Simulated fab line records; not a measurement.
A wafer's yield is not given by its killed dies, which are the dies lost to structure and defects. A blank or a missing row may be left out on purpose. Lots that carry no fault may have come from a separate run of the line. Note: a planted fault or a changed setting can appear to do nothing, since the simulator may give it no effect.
Split-lot trial / flow sky130 / 23 wafers read from 5 lots, route of 708 steps

## SPLIT DETAILS
At SKY_VIA4_DEVELOP_10 (develop time 60 s), the setting dev-temp-c was moved away from the recipe's 23 C on 11 of the 23 wafers read, by -13.4% to +16.3%. For the rest of the wafers, this setting stayed at what the recipe calls for.

Split to reading: the file shows no intervening step.

## THE READING
VIA4.cd-nm (the simulator's own value, which no gauge read), in nm, at SKY_VIA4_ETCH_12 (etches SiO2 in C4F8/O2/Ar, stops on TiN, target depth 580 nm). The file gives no usual value for it. Here, 12 wafers ran the recipe; their average is 799.3 nm with a standard deviation of 1.7 nm.

wafer=L075.1; tool, chamber at the split=litho-track-04, 0; dev-temp-c as run, C=25.55; against the recipe=+11.1%; VIA4.cd-nm, nm=789; against lot-mates on the recipe=-10.6
wafer=L075.2; tool, chamber at the split=litho-track-04, 0; dev-temp-c as run, C=23; against the recipe=recipe; VIA4.cd-nm, nm=798.4; against lot-mates on the recipe=-
wafer=L075.4; tool, chamber at the split=litho-track-04, 0; dev-temp-c as run, C=25.55; against the recipe=+11.1%; VIA4.cd-nm, nm=790.9; against lot-mates on the recipe=-8.7
wafer=L075.5; tool, chamber at the split=litho-track-04, 0; dev-temp-c as run, C=25.55; against the recipe=+11.1%; VIA4.cd-nm, nm=790.7; against lot-mates on the recipe=-8.9
wafer=L075.6; tool, chamber at the split=litho-track-04, 0; dev-temp-c as run, C=23; against the recipe=recipe; VIA4.cd-nm, nm=800.8; against lot-mates on the recipe=-
wafer=L078.1; tool, chamber at the split=litho-track-04, 0; dev-temp-c as run, C=23; against the recipe=recipe; VIA4.cd-nm, nm=799.6; against lot-mates on the recipe=-
wafer=L078.4; tool, chamber at the split=litho-track-04, 0; dev-temp-c as run, C=23; against the recipe=recipe; VIA4.cd-nm, nm=796.2; against lot-mates on the recipe=-
wafer=L078.6; tool, chamber at the split=litho-track-04, 0; dev-temp-c as run, C=23; against the recipe=recipe; VIA4.cd-nm, nm=800.4; against lot-mates on the recipe=-
wafer=L079.1; tool, chamber at the split=litho-track-03, 0; dev-temp-c as run, C=23; against the recipe=recipe; VIA4.cd-nm, nm=800.6; against lot-mates on the recipe=-
wafer=L079.3; tool, chamber at the split=litho-track-03, 0; dev-temp-c as run, C=26.75; against the recipe=+16.3%; VIA4.cd-nm, nm=789.1; against lot-mates on the recipe=-12.8
wafer=L079.4; tool, chamber at the split=litho-track-03, 0; dev-temp-c as run, C=23; against the recipe=recipe; VIA4.cd-nm, nm=803.1; against lot-mates on the recipe=-
wafer=L079.5; tool, chamber at the split=litho-track-03, 0; dev-temp-c as run, C=26.75; against the recipe=+16.3%; VIA4.cd-nm, nm=789.3; against lot-mates on the recipe=-12.6
wafer=L079.6; tool, chamber at the split=litho-track-03, 0; dev-temp-c as run, C=26.75; against the recipe=+16.3%; VIA4.cd-nm, nm=790; against lot-mates on the recipe=-11.9
wafer=L084.1; tool, chamber at the split=litho-track-02, 0; dev-temp-c as run, C=19.92; against the recipe=-13.4%; VIA4.cd-nm, nm=807.4; against lot-mates on the recipe=+9.2
wafer=L084.3; tool, chamber at the split=litho-track-02, 0; dev-temp-c as run, C=23; against the recipe=recipe; VIA4.cd-nm, nm=799; against lot-mates on the recipe=-
wafer=L084.4; tool, chamber at the split=litho-track-02, 0; dev-temp-c as run, C=23; against the recipe=recipe; VIA4.cd-nm, nm=798.2; against lot-mates on the recipe=-
wafer=L084.5; tool, chamber at the split=litho-track-02, 0; dev-temp-c as run, C=23; against the recipe=recipe; VIA4.cd-nm, nm=797.4; against lot-mates on the recipe=-
wafer=L084.6; tool, chamber at the split=litho-track-02, 0; dev-temp-c as run, C=19.92; against the recipe=-13.4%; VIA4.cd-nm, nm=809; against lot-mates on the recipe=+10.8
wafer=L085.1; tool, chamber at the split=litho-track-04, 0; dev-temp-c as run, C=25.61; against the recipe=+11.3%; VIA4.cd-nm, nm=788.2; against lot-mates on the recipe=-10.6
wafer=L085.2; tool, chamber at the split=litho-track-04, 0; dev-temp-c as run, C=25.61; against the recipe=+11.3%; VIA4.cd-nm, nm=791.2; against lot-mates on the recipe=-7.6
wafer=L085.3; tool, chamber at the split=litho-track-04, 0; dev-temp-c as run, C=23; against the recipe=recipe; VIA4.cd-nm, nm=799.5; against lot-mates on the recipe=-
wafer=L085.4; tool, chamber at the split=litho-track-04, 0; dev-temp-c as run, C=23; against the recipe=recipe; VIA4.cd-nm, nm=798.1; against lot-mates on the recipe=-
wafer=L085.6; tool, chamber at the split=litho-track-04, 0; dev-temp-c as run, C=25.61; against the recipe=+11.3%; VIA4.cd-nm, nm=790.9; against lot-mates on the recipe=-7.9

FIT RESULTS
A straight line over all 23 wafers: VIA4.cd-nm changes by -0.688 nm for each +1% of dev-temp-c; r = -0.96; the points scatter about the line by 1.7 nm.
The same after taking each lot's own level away (the mean of its wafers on the recipe; 23 wafers): -0.77 nm for each +1%; r = -0.98; scatter 1.2 nm.
That fit puts the effect of the largest move of dev-temp-c on the reading at 13 nm.
Measured against the standard deviation above, the lots' own levels, which go from 798.20 to 801.85 nm, span 2.1 times it.
So the lot-to-lot level changes the slope: the two fits differ.
Check: -12.7 nm against its lot-mates is what the line predicts for one of the wafers moved furthest among these (+16.3%) when that wafer is left out of the fit. Against them it came out at -12.8 nm.

## OTHER SPLITS APPLIED TO THESE WAFERS
Before the reading, these wafers also passed through other splits. Each is held against what the fit with the lots' levels taken away leaves over:
other split on the same wafers=SKY_VIA3_HDPCVD_00 time-s; wafers away from the commonest value=9; r with VIA4.cd-nm (lot level and that fit taken away)=-0.14
other split on the same wafers=SKY_VIA3_CMP_02 leave-above-ref-nm; wafers away from the commonest value=8; r with VIA4.cd-nm (lot level and that fit taken away)=-0.25
other split on the same wafers=SKY_VIA3_STRIP_16 pressure-mtorr; wafers away from the commonest value=10; r with VIA4.cd-nm (lot level and that fit taken away)=-0.14
other split on the same wafers=SKY_METAL4_SPUTTER_00 power-w; wafers away from the commonest value=11; r with VIA4.cd-nm (lot level and that fit taken away)=-0.01
other split on the same wafers=SKY_METAL4_SPUTTER_02 time-s; wafers away from the commonest value=5; r with VIA4.cd-nm (lot level and that fit taken away)=+0.36
other split on the same wafers=SKY_CAP2M_COAT_07 spin-rpm; wafers away from the commonest value=8; r with VIA4.cd-nm (lot level and that fit taken away)=+0.16
other split on the same wafers=SKY_CAP2M_METAL_ETCH_13 pressure-mtorr; wafers away from the commonest value=10; r with VIA4.cd-nm (lot level and that fit taken away)=-0.13
other split on the same wafers=SKY_METAL4_METAL_ETCH_18 pressure-mtorr; wafers away from the commonest value=15; r with VIA4.cd-nm (lot level and that fit taken away)=-0.15
other split on the same wafers=SKY_VIA4_CMP_02 leave-above-ref-nm; wafers away from the commonest value=8; r with VIA4.cd-nm (lot level and that fit taken away)=+0.03

## THE FILE'S OWN FIT
VIA4.cd-nm changes by -0.773 nm for each +1% of dev-temp-c, r = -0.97.
